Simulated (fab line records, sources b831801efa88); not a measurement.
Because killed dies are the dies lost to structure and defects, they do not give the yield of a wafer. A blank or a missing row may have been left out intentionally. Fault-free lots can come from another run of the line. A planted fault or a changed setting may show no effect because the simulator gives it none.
Struck lot and sound lot, side by side + flow sky130 + 17 steps out of a route of 708
Sound: the wafers L902.2, L902.3, L902.5. Struck: wafers L892.1, L892.2, L892.5. Last of all comes the cause.
At each step with rows: each side's tool, then ch and its chambers, then its first start. Under that, the readings that differ: sound wafers + struck wafers + difference of the means + sigmas: that difference in standard deviations of wafers without a fault.
alike: words and numbers the same on both sides, and readings whose means are apart by under 2 such deviations; not compared: readings that were withheld, readings missing a value for some wafer, numbers with overlapping values and no deviation given by the record, and bounds like >300 which may hide the same value.
Wherever a step has rows on one side only, a row that says differs or no value, or a row with sigmas, the two part there. Numbers that have no deviation but don't overlap get no sigmas and don't part them. A reading that every wafer of one side lacks parts them only if that side has two wafers or more.

first, 5 steps without rows for these wafers: SKY_SD_N_COAT_02 (resist thk 1140 nm); SKY_SD_N_SOFTBAKE_03 (time 60 s); SKY_SD_N_EXPOSE_04 (exposes mask NSDM, target cd 380 nm); SKY_SD_N_PEB_05; SKY_SD_N_DEVELOP_06 (develop time 60 s).
SKY_SD_N_CD_MEAS_07 targets a cd of 380 nm.
  sound on cd-sem-01, day 34 00:26; struck on cd-sem-01, day 30 20:42
  alike: cd-nm
SKY_SD_N_OVL_MEAS_08:
  sound on overlay-01, day 34 00:33; struck on overlay-02, day 30 20:49
  alike: SD_N_OVL
then, 2 steps without rows for these wafers: SKY_SD_N_IMPLANT_09; SKY_SD_N_IMPLANT_10.
SKY_SD_N_STRIP_11: strips in O2/N2.
  sound on plasma-asher-03 ch 0,1, day 34 00:53; struck on plasma-asher-03 ch 0,1, day 30 21:10
  alike: drypump-motor-current-A, oes-product-au, strip-time-to-endpoint-s
  not compared: rf-hours-counter-h
SKY_SD_N_TW_MEAS_12:
  sound on film-metro-03, day 34 00:59; struck on film-metro-03, day 30 21:16
  alike: SD_N_TW
then, 1 step without rows for these wafers: SKY_SD_N_CLEAN_13 (cleans in SC1/SC2, time 150 s).
SKY_SD_N_RTA_14: time 2 s.
  sound on rtp-anneal-01 ch 0, day 34 01:06; struck on rtp-anneal-01 ch 0, day 30 21:22
| reading            | sound             | struck            | difference | sigmas |
|--------------------|-------------------|-------------------|------------|--------|
| lamp-power-pct (%) | 15.78 15.78 15.67 | 15.25 15.20 15.21 | -0.52      | -11    |
  alike: ramp-up-c-per-s, wafer_temp_C_max
SKY_SD_N_RS_MEAS_16: a four-point-probe measurement.
  sound on film-metro-02, day 34 01:17; struck on film-metro-03, day 30 21:32
| reading          | sound             | struck            | difference | sigmas |
|------------------|-------------------|-------------------|------------|--------|
| SD_N_RS (ohm/sq) | 68.62 68.29 68.53 | 71.01 70.91 70.92 | +2.47      | +22    |
SKY_SD_N_RS_MEAS_17: a four-point-probe measurement.
  sound on film-metro-02, day 34 01:24; struck on film-metro-03, day 30 21:40
| reading          | sound             | struck            | difference | sigmas |
|------------------|-------------------|-------------------|------------|--------|
| SD_P_RS (ohm/sq) | 146.9 146.6 146.8 | 159.8 160.3 159.9 | +13.2      | +36    |
SKY_SD_N_RS_MEAS_18: a four-point-probe measurement.
  sound on film-metro-02, day 34 01:31; struck on film-metro-03, day 30 21:47
  alike: RES_XHIGH_RS
-- the record jumps here: 17 days lie between the struck wafers' starts before and after (it left off in module SD_N and takes up again in module PAD_OPEN, whose first step shown is number 708 of the route) --
SKY_PAD_OPEN_PROBE_99:
  sound on prober-02, day 50 05:30; struck on prober-02, day 48 01:25
| reading                              | sound             | struck            | difference | sigmas |
|--------------------------------------|-------------------|-------------------|------------|--------|
| model.etest.res-xhigh-po.line-ohm-um | 5890 5761 5671    | 6618 6877 6528    | +900       |        |
| model.etest.res-xhigh-po.rs-ohm-sq   | 2085 2009 1987    | 2330 2405 2276    | +310       |        |
| model.etest.pfet_01v8.r-on-ohm-um    | 2956 2954 2952    | 2994 3080 3040    | +84        |        |
| model.etest.res-pdiff.line-ohm-um    | 1355 1360 1367    | 1449 1471 1463    | +100       |        |
| model.etest.res-high-po.line-ohm-um  | 758 744.1 744.6   | 851.8 860.7 839.2 | +101.7     |        |
| model.etest.licon-high-po.rc-ohm     | 368.4 347.1 343.8 | 423.5 436.6 435.5 | +78.8      |        |
| model.etest.licon-pdiff.rc-ohm       | 567.2 557.7 566.8 | 623.4 617.3 626.6 | +58.5      |        |
| model.etest.res-ndiff.line-ohm-um    | 745.9 757.4 746.3 | 801.4 812.7 793.6 | +52.7      |        |
  alike: killed_at_M0_to_M3, killed_at_M4_up, killed-at-contacts, killed-at-front-end, killed-at-other, killed-dies, killed-on-rim, killed-open, killed-short

== WHERE THEY PART ==
Last at SKY_SD_N_RS_MEAS_17 as far as this record goes, first at SKY_SD_N_RTA_14. Later steps at which nothing parts them and some readings are alike: SKY_SD_N_RS_MEAS_18, SKY_PAD_OPEN_PROBE_99.

WHY: what the simulator had put in
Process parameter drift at SKY_SD_N_RTA_14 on rtp-anneal-01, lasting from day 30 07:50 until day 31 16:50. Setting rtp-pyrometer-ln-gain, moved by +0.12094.
